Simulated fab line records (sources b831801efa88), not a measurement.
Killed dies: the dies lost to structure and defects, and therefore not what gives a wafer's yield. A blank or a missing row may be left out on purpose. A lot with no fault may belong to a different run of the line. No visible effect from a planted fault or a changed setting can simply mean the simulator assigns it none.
fab line records    flow gf180mcu
record: lots: 24  wafers: 72  lastDay: 34
route steps=602 shown V1@353 V2@405 V3@434 V4@494 TOP_METAL@570
lots that met no fault: taken from a fault-free run of the same line
startH: the number of hours between the record's first day and the start of the first shown wafer of the lot    waitH: hours elapsed since this lot's preceding step    " repeats the value in the row above    L1.1+2: several wafers, shown together as one row    - no value, or no start was given    * or withheld: withheld    < > ~ a bound
route shown NAME@n: NAME is a module with steps in the file, n the number in the route of the first one    usual: mean and standard deviation over wafers with no fault    same: alike in all rows    chamber/n: place in a boat    sites: each site's reading    _std_site: the values' standard deviation    _edge_site: mean of outer sites minus mean of inner sites    radiusMm: how far each site lies from the wafer's centre    mask NAME#n: copy n    behind: the last tool/chamber to shape the wafer    hold: why the lot went on hold/how many hours it stayed there/how the hold came to an end    device: the n, p or np transistor that did not switch    end of line: the tests these same wafers got at the end of their route    a step with no rows: only its recipe    killed: count of dies lost to structure and defects at first sort (not the wafer's yield)    map: per-die view of a wafer (x killed, . not killed, _ where there is no die)
set.NAME: the setting the step ran with; set.NAME@STEP: the setting that earlier step ran with    model.NAME: the simulator's own value behind a step, which no gauge read
steps of the route over a sample of lots; a table a step, a row a wafer
services: from which hour (startH, from the record's first day; less than 0 if before it) a tool's chamber was out of use, for how many hours, and why
== steps ==
step: GF_V1_STRIP_18
recipe: chemistry: O2/N2  powerW: 1400  pressureMtorr: 1500  platenTempC: 250  o2FlowSccm: 3000  n2FlowSccm: 300  overashFraction: 0.5
usual: drypumpMotorCurrentA: 5.60/0.23  heaterPowerW: 346/20  oesProductAu: 0.593/0.0045
lot.wafer  tool            chamber  startH  waitH  drypumpMotorCurrentA  heaterPowerW  oesProductAu  rfHoursCounterH
L074.2     plasmaAsher-02  1        394.37  -      5.57                  325           0.595         26
L074.3     "               1        "       "      5.57                  338           0.591         -
L074.5     "               1        "       "      5.58                  339           0.592         -
L075.3     plasmaAsher-02  1        412.07  -      5.59                  350           0.594         -
L075.4     "               0        "       "      5.96                  326           0.597         -
L075.5     "               0        "       "      6.00                  330           0.594         -
L076.3     plasmaAsher-02  0        416.72  -      5.98                  331           0.596         -
L076.4     "               1        "       "      5.58                  333           0.597         -
L076.6     "               0        "       "      5.98                  326           0.591         -
L077.2     plasmaAsher-01  0        435.17  -      5.28                  340           0.595         0
L077.4     "               1        "       "      5.28                  325           0.594         -
L077.5     "               1        "       "      5.33                  317           0.593         -
L079.1     plasmaAsher-03  0        456.82  -      5.75                  358           0.596         82
L079.2     "               1        "       "      5.56                  378           0.589         82
L079.3     "               0        "       "      5.74                  366           0.588         -
L078.1     plasmaAsher-03  1        458.17  -      5.56                  378           0.587         83
L078.2     "               0        "       "      5.75                  357           0.593         83
L078.4     "               1        "       "      5.56                  381           0.594         -
L080.1     plasmaAsher-03  1        473.47  -      5.55                  371           0.603         84
L080.2     "               0        "       "      5.73                  363           0.585         84
L080.6     "               1        "       "      5.57                  380           0.588         -
L081.1     plasmaAsher-02  0        475.23  -      5.95                  330           0.594         34
L081.2     "               1        "       "      5.54                  342           0.598         34
L081.4     "               1        "       "      5.56                  338           0.598         -
L082.1     plasmaAsher-03  0        499.09  -      5.74                  357           0.598         87
L082.2     "               1        "       "      5.57                  372           0.594         87
L082.4     "               0        "       "      5.72                  363           0.600         -
L083.2     plasmaAsher-02  1        508.17  -      5.55                  341           0.596         37
L083.3     "               0        "       "      5.97                  331           0.588         -
L083.4     "               1        "       "      5.55                  336           0.597         -
L084.2     plasmaAsher-03  1        518.59  -      5.60                  365           0.599         89
L084.5     "               1        "       "      5.58                  375           0.591         -
L084.6     "               0        "       "      5.75                  369           0.597         -
L085.1     plasmaAsher-03  0        519.84  -      5.76                  361           0.589         89
L085.2     "               1        "       "      5.55                  375           0.582         89
L085.6     "               0        "       "      5.75                  355           0.590         -
L086.1     plasmaAsher-02  1        531.47  -      5.57                  342           0.590         39
L086.3     "               0        "       "      5.99                  329           0.594         -
L086.4     "               1        "       "      5.57                  340           0.599         -
L088.1     plasmaAsher-03  1        540.47  -      5.58                  372           0.588         91
L088.3     "               1        "       "      5.57                  367           0.590         -
L088.4     "               0        "       "      5.76                  364           0.598         -
L087.2     plasmaAsher-03  1        541.73  -      5.58                  375           0.595         91
L087.4     "               1        "       "      5.57                  370           0.595         -
L087.5     "               0        "       "      5.71                  357           0.593         -
L089.1     plasmaAsher-01  1        553.72  -      5.30                  327           0.594         13
L089.3     "               1        "       "      5.28                  315           0.595         -
L089.4     "               0        "       "      5.27                  344           0.590         -
L090.1     plasmaAsher-03  1        554.58  -      5.57                  368           0.589         93
L090.3     "               1        "       "      5.55                  368           0.595         -
L090.5     "               1        "       "      5.56                  372           0.590         -
L091.2     plasmaAsher-01  0        562.33  -      5.28                  334           0.595         14
L091.4     "               1        "       "      5.32                  317           0.587         -
L091.6     "               0        "       "      5.27                  322           0.595         -
L092.1     plasmaAsher-01  1        570.13  -      5.30                  324           0.599         15
L092.3     "               1        "       "      5.30                  321           0.596         -
L092.4     "               0        "       "      5.27                  325           0.595         -
L093.1     plasmaAsher-02  0        574.43  -      5.96                  322           0.586         44
L093.4     "               1        "       "      5.55                  340           0.591         -
L093.5     "               0        "       "      5.98                  324           0.583         -
L094.1     plasmaAsher-03  1        579.97  -      5.56                  370           0.590         95
L094.4     "               1        "       "      5.58                  372           0.592         -
L094.6     "               0        "       "      5.77                  358           0.595         -
L095.1     plasmaAsher-02  0        583.43  -      5.98                  320           0.596         45
L095.3     "               0        "       "      5.98                  325           0.588         -
L095.6     "               0        "       "      6.01                  326           0.591         -
L096.2     plasmaAsher-01  1        589.78  -      5.32                  310           0.598         18
L096.3     "               1        "       "      5.30                  316           0.596         -
L096.4     "               0        "       "      5.28                  330           0.594         -
L097.1     plasmaAsher-01  1        597.73  -      5.28                  320           0.595         18
L097.4     "               1        "       "      5.31                  322           0.586         -
L097.6     "               0        "       "      5.25                  336           0.594         -
step: GF_V2_CVD_23
recipe: material: W  targetThkNm: 350  timeS: 104.94  tempC: 400  pressureTorr: 40
usual: heaterPowerW: 784/61  susceptorTempC: 399.98/0.24
lot.wafer  tool     chamber  startH  waitH  heaterPowerW  susceptorTempC
L074.2     cvdW-01  0        446.95  0.0    863           400.20
L074.3     "        1        "       "      762           399.65
L074.5     "        1        "       "      770           399.37
L075.3     cvdW-02  0        465.54  0.1    697           399.70
L075.4     "        1        "       "      826           399.91
L075.5     "        1        "       "      820           399.86
L076.3     cvdW-02  1        469.27  0.1    808           399.89
L076.4     "        0        "       "      690           399.91
L076.6     "        0        "       "      693           399.97
L077.2     cvdW-02  1        487.48  0.0    817           399.88
L077.4     "        1        "       "      812           400.09
L077.5     "        0        "       "      673           400.00
L079.1     cvdW-01  1        510.15  0.0    772           399.90
L079.2     "        0        "       "      838           399.96
L079.3     "        0        "       "      857           400.02
L078.1     cvdW-02  0        511.48  0.0    703           400.00
L078.2     "        1        "       "      825           400.12
L078.4     "        1        "       "      842           400.27
L080.1     cvdW-01  0        525.07  0.0    834           399.82
L080.2     "        1        "       "      774           400.06
L080.6     "        0        "       "      872           399.84
L081.1     cvdW-02  1        527.25  0.0    814           399.86
L081.2     "        0        "       "      694           400.03
L081.4     "        1        "       "      826           399.69
L082.1     cvdW-02  0        548.68  0.0    700           400.17
L082.2     "        1        "       "      807           399.81
L082.4     "        1        "       "      807           400.04
L083.2     cvdW-01  1        557.45  0.0    766           400.43
L083.3     "        1        "       "      767           399.87
L083.4     "        0        "       "      852           399.72
L084.2     cvdW-02  1        566.96  0.1    820           400.09
L084.5     "        1        "       "      830           399.97
L084.6     "        1        "       "      819           399.87
L085.1     cvdW-01  1        568.30  0.0    788           399.60
L085.2     "        0        "       "      864           400.12
L085.6     "        0        "       "      867           399.59
L086.1     cvdW-01  0        579.33  0.0    853           399.42
L086.3     "        1        "       "      766           399.78
L086.4     "        0        "       "      867           399.82
L088.1     cvdW-02  1        587.35  0.0    840           399.76
L088.3     "        0        "       "      684           400.00
L088.4     "        1        "       "      813           400.19
L087.2     cvdW-02  1        589.16  0.0    818           400.04
L087.4     "        0        "       "      690           399.98
L087.5     "        1        "       "      841           400.21
L089.1     cvdW-02  0        600.82  0.0    702           400.01
L089.3     "        1        "       "      827           399.23
L089.4     "        0        "       "      691           400.17
L090.1     cvdW-01  1        601.20  0.0    775           400.01
L090.3     "        1        "       "      767           400.08
L090.5     "        0        "       "      865           400.15
L091.2     cvdW-02  1        608.90  0.0    812           399.98
L091.4     "        0        "       "      693           399.64
L091.6     "        1        "       "      797           399.90
L092.1     cvdW-01  0        616.02  0.0    868           400.15
L092.3     "        0        "       "      864           400.63
L092.4     "        1        "       "      755           399.86
L093.1     cvdW-01  1        619.98  0.0    763           400.28
L093.4     "        1        "       "      783           400.07
L093.5     "        0        "       "      867           400.16
L094.1     cvdW-01  1        625.45  0.0    785           399.66
L094.4     "        0        "       "      876           400.12
L094.6     "        0        "       "      857           400.22
L095.1     cvdW-02  1        628.43  0.0    827           399.63
L095.3     "        0        "       "      698           399.99
L095.6     "        1        "       "      816           399.54
L096.2     cvdW-02  1        635.32  0.0    825           400.01
L096.3     "        1        "       "      824           400.18
L096.4     "        0        "       "      680           400.26
L097.1     cvdW-02  1        642.62  0.0    843           400.29
L097.4     "        1        "       "      845           399.82
L097.6     "        1        "       "      832           400.12
step: GF_V3_BOW_MEAS_05
recipe: mode: bow
usual: V3_BOW: 116/8.7
lot.wafer  tool          chamber  startH  waitH  V3_BOW[um]
L074.2     filmMetro-04  -        473.89  0.1    126
L074.3     "             -        "       "      124
L074.5     "             -        "       "      122
L075.3     filmMetro-01  -        492.49  0.3    108
L075.4     "             -        "       "      104
L075.5     "             -        "       "      100
L076.3     filmMetro-01  -        496.51  0.3    118
L076.4     "             -        "       "      113
L076.6     "             -        "       "      123
L077.2     filmMetro-02  -        513.38  0.3    111
L077.4     "             -        "       "      113
L077.5     "             -        "       "      111
L079.1     filmMetro-04  -        535.47  0.2    106
L079.2     "             -        "       "      103
L079.3     "             -        "       "      109
L078.1     filmMetro-02  -        536.68  0.2    109
L078.2     "             -        "       "      125
L078.4     "             -        "       "      117
L080.1     filmMetro-04  -        549.61  0.1    107
L080.2     "             -        "       "      111
L080.6     "             -        "       "      104
L081.1     filmMetro-01  -        551.51  0.1    101
L081.2     "             -        "       "      109
L081.4     "             -        "       "      103
L082.1     filmMetro-01  -        573.19  0.2    135
L082.2     "             -        "       "      133
L082.4     "             -        "       "      125
L083.2     filmMetro-01  -        580.36  0.2    122
L083.3     "             -        "       "      120
L083.4     "             -        "       "      119
L084.2     filmMetro-04  -        590.22  0.2    121
L084.5     "             -        "       "      122
L084.6     "             -        "       "      124
L085.1     filmMetro-02  -        591.47  0.1    116
L085.2     "             -        "       "      129
L085.6     "             -        "       "      110
L086.1     filmMetro-02  -        602.86  0.2    105
L086.3     "             -        "       "      97
L086.4     "             -        "       "      105
L088.1     filmMetro-04  -        611.03  0.2    126
L088.3     "             -        "       "      111
L088.4     "             -        "       "      126
L087.2     filmMetro-04  -        612.99  0.2    128
L087.4     "             -        "       "      106
L087.5     "             -        "       "      101
L089.1     filmMetro-04  -        623.55  0.1    117
L089.3     "             -        "       "      114
L089.4     "             -        "       "      114
L090.1     filmMetro-04  -        624.22  0.1    114
L090.3     "             -        "       "      120
L090.5     "             -        "       "      113
L091.2     filmMetro-04  -        632.36  0.2    124
L091.4     "             -        "       "      115
L091.6     "             -        "       "      117
L092.1     filmMetro-02  -        638.15  0.2    125
L092.3     "             -        "       "      125
L092.4     "             -        "       "      105
L093.1     filmMetro-02  -        642.26  0.1    110
L093.4     "             -        "       "      123
L093.5     "             -        "       "      123
L094.1     filmMetro-01  -        647.26  0.1    97
L094.4     "             -        "       "      123
L094.6     "             -        "       "      124
L095.1     filmMetro-04  -        650.60  0.1    109
L095.3     "             -        "       "      119
L095.6     "             -        "       "      107
L096.2     filmMetro-04  -        656.69  0.3    118
L096.3     "             -        "       "      114
L096.4     "             -        "       "      117
L097.1     filmMetro-04  -        664.81  0.2    117
L097.4     "             -        "       "      115
L097.6     "             -        "       "      126
step: GF_V3_THK_MEAS_25
recipe: thkMeasGauge: xrf  reads: W_of_V3_CVD_23
usual: V3_W_THK: 376/5.3
lot.wafer  tool          chamber  startH  waitH  V3_W_THK[nm]
L074.2     filmMetro-02  -        499.34  0.1    373
L074.3     "             -        "       "      372
L074.5     "             -        "       "      374
L075.3     filmMetro-04  -        518.06  0.1    375
L075.4     "             -        "       "      374
L075.5     "             -        "       "      379
L076.3     filmMetro-02  -        521.54  0.1    372
L076.4     "             -        "       "      371
L076.6     "             -        "       "      370
L077.2     filmMetro-04  -        537.22  0.1    372
L077.4     "             -        "       "      375
L077.5     "             -        "       "      373
L079.1     filmMetro-02  -        558.90  0.1    383
L079.2     "             -        "       "      377
L079.3     "             -        "       "      373
L078.1     filmMetro-01  -        560.20  0.1    372
L078.2     "             -        "       "      374
L078.4     "             -        "       "      373
L080.1     filmMetro-04  -        572.93  0.1    369
L080.2     "             -        "       "      373
L080.6     "             -        "       "      375
L081.1     filmMetro-01  -        574.38  0.1    378
L081.2     "             -        "       "      380
L081.4     "             -        "       "      381
L082.1     filmMetro-02  -        595.37  0.1    377
L082.2     "             -        "       "      379
L082.4     "             -        "       "      374
L083.2     filmMetro-01  -        603.00  0.1    377
L083.3     "             -        "       "      381
L083.4     "             -        "       "      380
L084.2     filmMetro-04  -        612.09  0.1    372
L084.5     "             -        "       "      371
L084.6     "             -        "       "      366
L085.1     filmMetro-01  -        614.17  0.1    374
L085.2     "             -        "       "      374
L085.6     "             -        "       "      372
L086.1     filmMetro-02  -        624.36  0.1    384
L086.3     "             -        "       "      380
L086.4     "             -        "       "      386
L088.1     filmMetro-02  -        631.95  0.1    382
L088.3     "             -        "       "      382
L088.4     "             -        "       "      381
L087.2     filmMetro-01  -        634.31  0.1    378
L087.4     "             -        "       "      370
L087.5     "             -        "       "      367
L089.1     filmMetro-01  -        644.90  0.1    378
L089.3     "             -        "       "      377
L089.4     "             -        "       "      377
L090.1     filmMetro-02  -        645.62  0.1    383
L090.3     "             -        "       "      381
L090.5     "             -        "       "      383
L091.2     filmMetro-04  -        653.74  0.1    375
L091.4     "             -        "       "      379
L091.6     "             -        "       "      377
L092.1     filmMetro-04  -        659.32  0.1    370
L092.3     "             -        "       "      367
L092.4     "             -        "       "      371
L093.1     filmMetro-04  -        663.08  0.1    383
L093.4     "             -        "       "      377
L093.5     "             -        "       "      371
L094.1     filmMetro-02  -        668.25  0.1    366
L094.4     "             -        "       "      369
L094.6     "             -        "       "      369
L095.1     filmMetro-04  -        670.80  0.1    388
L095.3     "             -        "       "      388
L095.6     "             -        "       "      383
L096.2     filmMetro-04  -        677.36  0.1    377
L096.3     "             -        "       "      380
L096.4     "             -        "       "      388
L097.1     filmMetro-01  -        685.33  0.1    371
L097.4     "             -        "       "      373
L097.6     "             -        "       "      365
step: GF_V4_STRIP_18
recipe: chemistry: O2/N2  powerW: 1400  pressureMtorr: 1500  platenTempC: 250  o2FlowSccm: 3000  n2FlowSccm: 300  overashFraction: 0.5
usual: drypumpMotorCurrentA: 5.52/0.26  heaterPowerW: 337/28  oesProductAu: 0.593/0.0047
lot.wafer  tool            chamber  startH  waitH  drypumpMotorCurrentA  heaterPowerW  oesProductAu  rfHoursCounterH
L074.2     plasmaAsher-02  0        547.39  -      5.98                  327           0.592         41
L074.3     "               0        "       "      5.94                  334           0.589         -
L074.5     "               1        "       "      5.57                  335           0.587         -
L075.3     plasmaAsher-01  0        565.07  -      5.27                  338           0.599         -
L075.4     "               1        "       "      5.33                  313           0.586         -
L075.5     "               0        "       "      5.25                  336           0.588         -
L076.3     plasmaAsher-01  0        568.27  -      5.27                  328           0.601         -
L076.4     "               1        "       "      5.32                  320           0.590         -
L076.6     "               0        "       "      5.25                  343           0.595         -
L077.2     plasmaAsher-01  1        583.79  -      5.31                  317           0.595         17
L077.4     "               0        "       "      5.25                  340           0.596         -
L077.5     "               0        "       "      5.28                  332           0.599         -
L079.1     plasmaAsher-02  1        604.03  -      5.59                  338           0.587         47
L079.2     "               0        "       "      5.96                  323           0.595         47
L079.3     "               0        "       "      5.99                  326           0.593         -
L078.1     plasmaAsher-02  1        605.08  -      5.55                  339           0.593         47
L078.2     "               0        "       "      5.98                  320           0.599         47
L078.4     "               1        "       "      5.52                  336           0.595         -
L080.1     plasmaAsher-01  1        616.94  -      5.29                  308           0.595         20
L080.2     "               0        "       "      5.27                  333           0.604         20
L080.6     "               0        "       "      5.27                  333           0.591         -
L081.1     plasmaAsher-01  0        618.34  -      5.25                  330           0.598         21
L081.2     "               1        "       "      5.35                  321           0.590         21
L081.4     "               0        "       "      5.25                  333           0.600         -
L082.1     plasmaAsher-02  0        638.34  -      6.00                  338           0.595         51
L082.2     "               1        "       "      5.56                  347           0.593         51
L082.4     "               1        "       "      5.57                  340           0.590         -
L083.2     plasmaAsher-04  1        645.38  -      5.49                  434           0.594         96
L083.3     "               1        "       "      5.50                  431           0.601         -
L083.4     "               0        "       "      5.48                  364           0.589         -
L084.2     plasmaAsher-01  1        654.23  -      5.29                  322           0.589         25
L084.5     "               0        "       "      5.27                  334           0.594         -
L084.6     "               1        "       "      5.35                  320           0.591         -
L085.1     plasmaAsher-01  0        655.48  -      5.27                  339           0.594         25
L085.2     "               1        "       "      5.34                  315           0.592         25
L085.6     "               0        "       "      5.27                  338           0.591         -
L086.1     plasmaAsher-02  1        665.54  -      5.54                  334           0.592         53
L086.3     "               0        "       "      6.02                  326           0.587         -
L086.4     "               1        "       "      5.55                  337           0.598         -
L088.1     plasmaAsher-02  0        672.58  -      5.99                  329           0.583         54
L088.3     "               0        "       "      5.97                  325           0.589         -
L088.4     "               1        "       "      5.56                  340           0.589         -
L087.2     plasmaAsher-01  1        675.48  -      5.30                  309           0.595         27
L087.4     "               0        "       "      5.27                  334           0.583         -
L087.5     "               1        "       "      5.32                  322           0.594         -
L089.1     plasmaAsher-02  0        684.88  -      5.97                  330           0.590         56
L089.3     "               0        "       "      5.97                  325           0.591         -
L089.4     "               1        "       "      5.53                  336           0.589         -
L090.1     plasmaAsher-01  1        686.28  -      5.30                  321           0.586         28
L090.3     "               0        "       "      5.25                  332           0.597         -
L090.5     "               0        "       "      5.26                  326           0.589         -
L091.2     plasmaAsher-04  0        693.63  -      5.47                  350           0.597         101
L091.4     "               1        "       "      5.50                  432           0.588         -
L091.6     "               1        "       "      5.51                  445           0.596         -
L092.1     plasmaAsher-02  1        699.64  -      5.60                  323           0.584         57
L092.3     "               0        "       "      6.01                  327           0.582         -
L092.4     "               1        "       "      5.58                  343           0.596         -
L093.1     plasmaAsher-04  1        703.08  -      5.49                  434           0.598         102
L093.4     "               0        "       "      5.52                  359           0.599         -
L093.5     "               1        "       "      5.53                  449           0.593         -
L094.1     plasmaAsher-01  1        707.18  -      5.30                  319           0.591         30
L094.4     "               0        "       "      5.26                  327           0.589         -
L094.6     "               0        "       "      5.27                  334           0.590         -
L095.1     plasmaAsher-01  0        710.03  -      5.27                  340           0.595         31
L095.3     "               0        "       "      5.27                  339           0.597         -
L095.6     "               1        "       "      5.32                  319           0.592         -
L096.2     plasmaAsher-02  1        716.63  -      5.52                  337           0.591         59
L096.3     "               1        "       "      5.52                  331           0.595         -
L096.4     "               0        "       "      5.97                  329           0.587         -
L097.1     plasmaAsher-02  1        724.13  -      5.57                  331           0.588         60
L097.4     "               1        "       "      5.57                  339           0.591         -
L097.6     "               1        "       "      5.56                  343           0.593         -
step: GF_TOP_METAL_SPUTTER_03
recipe: material: Ti  targetThkNm: 5  substrateTempC: 300  chamberPressurePa: 0.3  powerW: 3000  timeS: 3.3
usual: throttleValvePct: 30.2/1.2
lot.wafer  tool           chamber  startH  waitH  throttleValvePct
L074.2     pvdSputter-02  -        617.30  0.0    30.5
L074.3     "              -        "       "      29.9
L074.5     "              -        "       "      30.4
L075.3     pvdSputter-02  -        633.11  0.0    30.0
L075.4     "              -        "       "      31.6
L075.5     "              -        "       "      29.9
L076.3     pvdSputter-01  -        636.20  0.0    30.7
L076.4     "              -        "       "      28.7
L076.6     "              -        "       "      30.0
L077.2     pvdSputter-03  -        650.41  0.0    28.9
L077.4     "              -        "       "      30.0
L077.5     "              -        "       "      30.2
L079.1     pvdSputter-03  -        669.38  0.0    29.8
L079.2     "              -        "       "      28.7
L079.3     "              -        "       "      30.2
L078.1     pvdSputter-02  -        670.30  0.0    31.3
L078.2     "              -        "       "      30.2
L078.4     "              -        "       "      31.8
L080.1     pvdSputter-01  -        680.31  0.0    30.4
L080.2     "              -        "       "      30.7
L080.6     "              -        "       "      30.4
L081.1     pvdSputter-03  -        682.29  0.0    30.2
L081.2     "              -        "       "      29.3
L081.4     "              -        "       "      30.2
L082.1     pvdSputter-01  -        699.66  0.0    28.6
L082.2     "              -        "       "      30.4
L082.4     "              -        "       "      28.3
L083.2     pvdSputter-02  -        707.66  0.0    31.3
L083.3     "              -        "       "      29.8
L083.4     "              -        "       "      31.9
L084.2     pvdSputter-03  -        714.61  0.0    29.7
L084.5     "              -        "       "      30.4
L084.6     "              -        "       "      32.2
L085.1     pvdSputter-01  -        717.69  0.0    28.9
L085.2     "              -        "       "      30.5
L085.6     "              -        "       "      28.5
L086.1     pvdSputter-02  -        726.18  0.0    31.3
L086.3     "              -        "       "      32.0
L086.4     "              -        "       "      30.1
L088.1     pvdSputter-01  -        731.99  0.0    30.1
L088.3     "              -        "       "      28.9
L088.4     "              -        "       "      31.0
L087.2     pvdSputter-03  -        734.49  0.0    28.9
L087.4     "              -        "       "      32.2
L087.5     "              -        "       "      28.6
L089.1     pvdSputter-01  -        744.08  0.0    30.7
L089.3     "              -        "       "      28.9
L089.4     "              -        "       "      30.0
L090.1     pvdSputter-03  -        745.98  0.0    28.7
L090.3     "              -        "       "      32.3
L090.5     "              -        "       "      32.2
L091.2     pvdSputter-03  -        750.91  0.0    29.0
L091.4     "              -        "       "      30.2
L091.6     "              -        "       "      32.3
L092.1     pvdSputter-03  -        758.22  0.0    30.5
L092.3     "              -        "       "      29.8
L092.4     "              -        "       "      28.9
L093.1     pvdSputter-01  -        760.74  0.0    30.8
L093.4     "              -        "       "      28.8
L093.5     "              -        "       "      30.4
L094.1     pvdSputter-03  -        763.57  0.0    30.2
L094.4     "              -        "       "      32.4
L094.6     "              -        "       "      29.9
L095.1     pvdSputter-03  -        766.11  0.0    32.5
L095.3     "              -        "       "      28.6
L095.6     "              -        "       "      30.7
L096.2     pvdSputter-02  -        772.40  0.0    31.3
L096.3     "              -        "       "      30.4
L096.4     "              -        "       "      31.6
L097.1     pvdSputter-01  -        779.19  0.0    28.6
L097.4     "              -        "       "      30.0
L097.6     "              -        "       "      29.0
== services ==
tool            chamber  startH  hours  kind
pvdSputter-02   -        373.73  4.7    repair
pvdSputter-03   -        384.40  8.4    repair
cvdW-01         -        390.00  14.0   pm
cvdW-01         -        417.88  1.1    repair
plasmaAsher-01  -        421.25  9.0    pm
plasmaAsher-01  0        421.25  9.0    ventCycle
plasmaAsher-01  1        421.25  9.0    ventCycle
cvdW-02         0        428.44  26.2   repair
plasmaAsher-01  0        430.25  -      clean
plasmaAsher-04  -        465.07  1.1    repair
cvdW-01         -        465.67  2.8    pm
plasmaAsher-02  -        488.24  2.8    pm
pvdSputter-01   -        505.71  3.2    repair
pvdSputter-02   -        518.23  2.0    repair
cvdW-01         1        527.55  18.2   repair
plasmaAsher-02  -        573.44  0.7    repair
pvdSputter-03   -        575.51  1.8    repair
cvdW-01         -        586.98  6.9    pm
plasmaAsher-04  -        626.16  5.3    repair
plasmaAsher-03  -        626.19  3.2    repair
cvdW-02         -        646.32  2.8    pm
plasmaAsher-03  -        733.75  9.0    pm
pvdSputter-01   -        736.78  5.4    repair
pvdSputter-03   -        777.34  7.3    repair
== key ==
fault none
